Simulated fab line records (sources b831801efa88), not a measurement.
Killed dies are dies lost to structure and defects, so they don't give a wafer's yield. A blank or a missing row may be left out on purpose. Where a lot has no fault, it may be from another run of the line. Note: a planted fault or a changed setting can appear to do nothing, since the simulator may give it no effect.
What tool caused it? :: flow gf180mcu :: Sampling: 13 lots, 39 wafers, 4 of 602 route steps

## WHAT EACH GAUGE READ, for each wafer
GF_POLY_GATE_THK_MEAS_01. Usual: for POLY_GATE_CVD_00_THK the level is 199.8 nm and the standard deviation is 1.5.
lot: L708
measured: day 8 14:01
on: film_metro-02
POLY_GATE_CVD_00_THK (nm): 201.1 201.4 200.3
flag: 

lot: L710
measured: day 9 10:13
on: film_metro-03
POLY_GATE_CVD_00_THK (nm): 199.7 199.8 199.8
flag: 

lot: L712
measured: day 9 22:18
on: film_metro-03
POLY_GATE_CVD_00_THK (nm): 197.6 198.4 198.5
flag: 

lot: L713
measured: day 10 03:25
on: film_metro-03
POLY_GATE_CVD_00_THK (nm): 199.5 200.4 201.0
flag: 

lot: L716
measured: day 10 15:25
on: film_metro-01
POLY_GATE_CVD_00_THK (nm): 200.3 201.3 203.1
flag: 

lot: L718
measured: day 11 02:35
on: film_metro-02
POLY_GATE_CVD_00_THK (nm): 198.1 198.3 197.4
flag: 

lot: L724
measured: day 12 22:47
on: film_metro-02
POLY_GATE_CVD_00_THK (nm): 201.1 199.9 198.7
flag: 

lot: L725
measured: day 13 03:14
on: film_metro-03
POLY_GATE_CVD_00_THK (nm): 393.3 395.2 393.7
flag: OFF

lot: L726
measured: day 13 11:54
on: film_metro-02
POLY_GATE_CVD_00_THK (nm): 197.8 199.7 197.4
flag: 

lot: L727
measured: day 13 21:55
on: film_metro-02
POLY_GATE_CVD_00_THK (nm): 394.1 396.2 394.6
flag: OFF

lot: L728
measured: day 14 05:45
on: film_metro-01
POLY_GATE_CVD_00_THK (nm): 391.4 391.7 391.5
flag: OFF

lot: L729
measured: day 14 17:50
on: film_metro-03
POLY_GATE_CVD_00_THK (nm): 199.8 199.3 199.9
flag: 

lot: L730
measured: day 14 17:50
on: film_metro-01
POLY_GATE_CVD_00_THK (nm): 199.6 197.8 197.6
flag: 

GF_HV_LDD_CD_MEAS_31: target cd 400 nm. Usual: 400.8 nm for cd_nm, sd 2.6.
lot: L708
measured: day 11 14:50
on: cd_sem-02
cd_nm (nm): 399.6 400.1 402.7
flag: 

lot: L710
measured: day 12 13:28
on: cd_sem-02
cd_nm (nm): 397.8 398.2 396.8
flag: 

lot: L712
measured: day 13 04:12
on: cd_sem-02
cd_nm (nm): 398.2 398.3 400.7
flag: 

lot: L713
measured: day 13 08:44
on: cd_sem-01
cd_nm (nm): 402.7 402.7 403.0
flag: 

lot: L716
measured: day 13 22:29
on: cd_sem-01
cd_nm (nm): 405.0 404.2 404.8
flag: 

lot: L718
measured: day 14 11:28
on: cd_sem-01
cd_nm (nm): 402.2 399.8 401.8
flag: 

lot: L724
measured: day 16 13:25
on: cd_sem-02
cd_nm (nm): 401.6 399.1 398.7
flag: 

lot: L726
measured: day 17 08:37
on: cd_sem-02
cd_nm (nm): 399.8 401.5 400.6
flag: 

lot: L729
measured: day 18 14:20
on: cd_sem-02
cd_nm (nm): 401.4 401.1 401.1
flag: 

lot: L730
measured: day 18 15:36
on: cd_sem-02
cd_nm (nm): 402.2 403.3 404.2
flag: 

GF_HV_LDD_RS_MEAS_53: measures by four-point-probe. Usual: for HV_LDD_RS the level is 418.1 ohm/sq and the standard deviation is 1.
lot: L708
measured: day 12 10:35
on: film_metro-03
HV_LDD_RS (ohm/sq): 419.0 419.3 419.5
flag: 

lot: L710
measured: day 13 10:24
on: film_metro-03
HV_LDD_RS (ohm/sq): 418.9 418.3 418.8
flag: 

lot: L712
measured: day 14 02:14
on: film_metro-03
HV_LDD_RS (ohm/sq): 417.2 418.3 417.8
flag: 

lot: L713
measured: day 14 05:38
on: film_metro-03
HV_LDD_RS (ohm/sq): 418.7 419.8 418.8
flag: 

lot: L716
measured: day 14 20:19
on: film_metro-04
HV_LDD_RS (ohm/sq): 418.0 417.9 417.1
flag: 

lot: L718
measured: day 15 08:46
on: film_metro-03
HV_LDD_RS (ohm/sq): 418.2 418.8 418.4
flag: 

lot: L724
measured: day 17 13:35
on: film_metro-03
HV_LDD_RS (ohm/sq): 418.4 419.4 418.2
flag: 

lot: L726
measured: day 18 09:35
on: film_metro-01
HV_LDD_RS (ohm/sq): 419.0 418.4 418.6
flag: 

lot: L729
measured: day 19 16:17
on: film_metro-04
HV_LDD_RS (ohm/sq): 418.3 419.4 418.9
flag: 

lot: L730
measured: day 19 16:38
on: film_metro-01
HV_LDD_RS (ohm/sq): 417.7 417.4 416.7
flag: 

## WHICH TOOL RAN EACH LOT (tool, then ch and the chambers of the sampled wafers, then the start)
lot: L708
GF_POLY_GATE_CVD_00: lpcvd-01 ch 0, day 8 12:41

lot: L710
GF_POLY_GATE_CVD_00: lpcvd-01 ch 1, day 9 08:53

lot: L712
GF_POLY_GATE_CVD_00: lpcvd-01 ch 0, day 9 20:58

lot: L713
GF_POLY_GATE_CVD_00: lpcvd-02 ch 0, day 10 02:02

lot: L716
GF_POLY_GATE_CVD_00: lpcvd-01 ch 0, day 10 14:04

lot: L718
GF_POLY_GATE_CVD_00: lpcvd-01 ch 1, day 11 01:15

lot: L724
GF_POLY_GATE_CVD_00: lpcvd-02 ch 0, day 12 21:27

lot: L725
GF_POLY_GATE_CVD_00: lpcvd-02 ch 1, day 13 01:54

lot: L726
GF_POLY_GATE_CVD_00: lpcvd-01 ch 0, day 13 10:34

lot: L727
GF_POLY_GATE_CVD_00: lpcvd-02 ch 1, day 13 20:35

lot: L728
GF_POLY_GATE_CVD_00: lpcvd-02 ch 0, day 14 04:25

lot: L729
GF_POLY_GATE_CVD_00: lpcvd-01 ch 0, day 14 16:29

lot: L730
GF_POLY_GATE_CVD_00: lpcvd-01 ch 0, day 14 16:29
- GF_POLY_GATE_CVD_00: deposits poly-Si, target thk 200 nm, time 1200 s.

## AS READ BY THE TOOLS THEMSELVES (means over the sampled wafers that have a number; for cases with no such wafer, the mark the record gives instead)
GF_POLY_GATE_CVD_00. Usual: spike_tc_bottom_C is 638.8 C with standard deviation 1.3, spike_tc_centre_C is 620.4 C with standard deviation 1.1, spike_tc_lower_C is 620.9 C with standard deviation 1.5, spike_tc_top_C is 638.6 C with standard deviation 2.9, spike_tc_upper_C is 619.8 C with standard deviation 1.1, susceptor_temp_C is 620.02 C with standard deviation 0.29, and zone_power_centre_pct is 10.12 % with standard deviation 0.17.
lot: L708
tool: lpcvd-01
spike_tc_bottom_C (C): 638.7
spike_tc_centre_C (C): 619.4
spike_tc_lower_C (C): 621.8
spike_tc_top_C (C): 642.1
spike_tc_upper_C (C): 619.3
susceptor_temp_C (C): 620.34
zone_power_centre_pct (%): 10.24
flag: 

lot: L710
tool: lpcvd-01
spike_tc_bottom_C (C): 640.2
spike_tc_centre_C (C): 621.7
spike_tc_lower_C (C): 619.7
spike_tc_top_C (C): 634.8
spike_tc_upper_C (C): 618.8
susceptor_temp_C (C): 620.17
zone_power_centre_pct (%): 10.17
flag: 

lot: L712
tool: lpcvd-01
spike_tc_bottom_C (C): 638.7
spike_tc_centre_C (C): 620.1
spike_tc_lower_C (C): 622.1
spike_tc_top_C (C): 641.8
spike_tc_upper_C (C): 620.0
susceptor_temp_C (C): 620.24
zone_power_centre_pct (%): 10.21
flag: 

lot: L713
tool: lpcvd-02
spike_tc_bottom_C (C): 638.2
spike_tc_centre_C (C): 620.8
spike_tc_lower_C (C): 618.5
spike_tc_top_C (C): 636.3
spike_tc_upper_C (C): 619.8
susceptor_temp_C (C): 620.05
zone_power_centre_pct (%): 9.90
flag: 

lot: L716
tool: lpcvd-01
spike_tc_bottom_C (C): 638.9
spike_tc_centre_C (C): 621.0
spike_tc_lower_C (C): 621.4
spike_tc_top_C (C): 640.5
spike_tc_upper_C (C): 619.5
susceptor_temp_C (C): 620.04
zone_power_centre_pct (%): 10.22
flag: 

lot: L718
tool: lpcvd-01
spike_tc_bottom_C (C): 641.3
spike_tc_centre_C (C): 621.8
spike_tc_lower_C (C): 619.9
spike_tc_top_C (C): 633.9
spike_tc_upper_C (C): 618.1
susceptor_temp_C (C): 619.99
zone_power_centre_pct (%): 10.13
flag: 

lot: L724
tool: lpcvd-02
spike_tc_bottom_C (C): 638.5
spike_tc_centre_C (C): 621.6
spike_tc_lower_C (C): 620.2
spike_tc_top_C (C): 637.5
spike_tc_upper_C (C): 621.8
susceptor_temp_C (C): 620.28
zone_power_centre_pct (%): 9.92
flag: 

lot: L725
tool: lpcvd-02
spike_tc_bottom_C (C): 669.1
spike_tc_centre_C (C): 652.1
spike_tc_lower_C (C): 654.1
spike_tc_top_C (C): 666.4
spike_tc_upper_C (C): 653.0
susceptor_temp_C (C): 652.28
zone_power_centre_pct (%): 10.93
flag: OFF

lot: L726
tool: lpcvd-01
spike_tc_bottom_C (C): 639.4
spike_tc_centre_C (C): 620.0
spike_tc_lower_C (C): 622.5
spike_tc_top_C (C): 642.2
spike_tc_upper_C (C): 619.0
susceptor_temp_C (C): 620.09
zone_power_centre_pct (%): 10.21
flag: 

lot: L727
tool: lpcvd-02
spike_tc_bottom_C (C): 668.3
spike_tc_centre_C (C): 652.5
spike_tc_lower_C (C): 653.9
spike_tc_top_C (C): 667.3
spike_tc_upper_C (C): 653.4
susceptor_temp_C (C): 652.40
zone_power_centre_pct (%): 11.02
flag: OFF

lot: L728
tool: lpcvd-02
spike_tc_bottom_C (C): 670.9
spike_tc_centre_C (C): 652.5
spike_tc_lower_C (C): 653.4
spike_tc_top_C (C): 668.7
spike_tc_upper_C (C): 653.0
susceptor_temp_C (C): 652.58
zone_power_centre_pct (%): 10.95
flag: OFF

lot: L729
tool: lpcvd-01
spike_tc_bottom_C (C): 639.7
spike_tc_centre_C (C): 619.1
spike_tc_lower_C (C): 622.1
spike_tc_top_C (C): 641.3
spike_tc_upper_C (C): 619.5
susceptor_temp_C (C): 620.36
zone_power_centre_pct (%): 10.27
flag: 

lot: L730
tool: lpcvd-01
spike_tc_bottom_C (C): 639.2
spike_tc_centre_C (C): 620.0
spike_tc_lower_C (C): 622.5
spike_tc_top_C (C): 640.6
spike_tc_upper_C (C): 621.0
susceptor_temp_C (C): 619.94
zone_power_centre_pct (%): 10.32
flag: 

## THE ANSWER, worked out from the rows above alone
Rule: lot off if the mean of its wafers having a number is beyond 3 standard deviations from the usual mean. A lot without any number at a reading at which 4 lots or more have one is off too. The other lots that the step has rows for count as sound. Order of review: gauges by route order, followed by the tools' own readings, for which a lot's mean as printed above is used. At the first step where some lot is off, the reading lying furthest off is the one used; lots without a number count as furthest.
Off: L725, L727, L728, seen at GF_POLY_GATE_THK_MEAS_01 (POLY_GATE_CVD_00_THK).
If a tool, at a process step before that reading, ran all the lots that are off and no sound lot after the first of them, it fits. Not tried: the gauges at GF_POLY_GATE_THK_MEAS_01; whatever is off there is also off at GF_POLY_GATE_CVD_00, on other tools, and gauge error can't account for it. One candidate fits, namely lpcvd-02 at GF_POLY_GATE_CVD_00. A fault onset in the window from L724 (day 12 21:27, its last sound lot) to L725 (day 13 01:54, its first lot off) fits.
The tool's own readings at GF_POLY_GATE_CVD_00 bear it out: on the lots that are off they differ by more than 5 times the standard deviation of the sound lots' means. spike_tc_bottom_C reads 669.4 C there against 639.3 C on the sound lots; spike_tc_centre_C reads 652.4 C there against 620.5 C on the sound lots; spike_tc_lower_C reads 653.8 C there against 621.1 C on the sound lots; spike_tc_top_C reads 667.5 C there against 639.1 C on the sound lots; spike_tc_upper_C reads 653.1 C there against 619.7 C on the sound lots; susceptor_temp_C reads 652.42 C there against 620.15 C on the sound lots; zone_power_centre_pct reads 10.97 % there against 10.16 % on the sound lots.

## WHAT THE SIMULATOR PUT IN
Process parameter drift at GF_POLY_GATE_CVD_00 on lpcvd-02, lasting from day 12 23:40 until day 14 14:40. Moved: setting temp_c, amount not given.
Lots struck among those shown: L725, L727, L728. Same finding as the rule above.
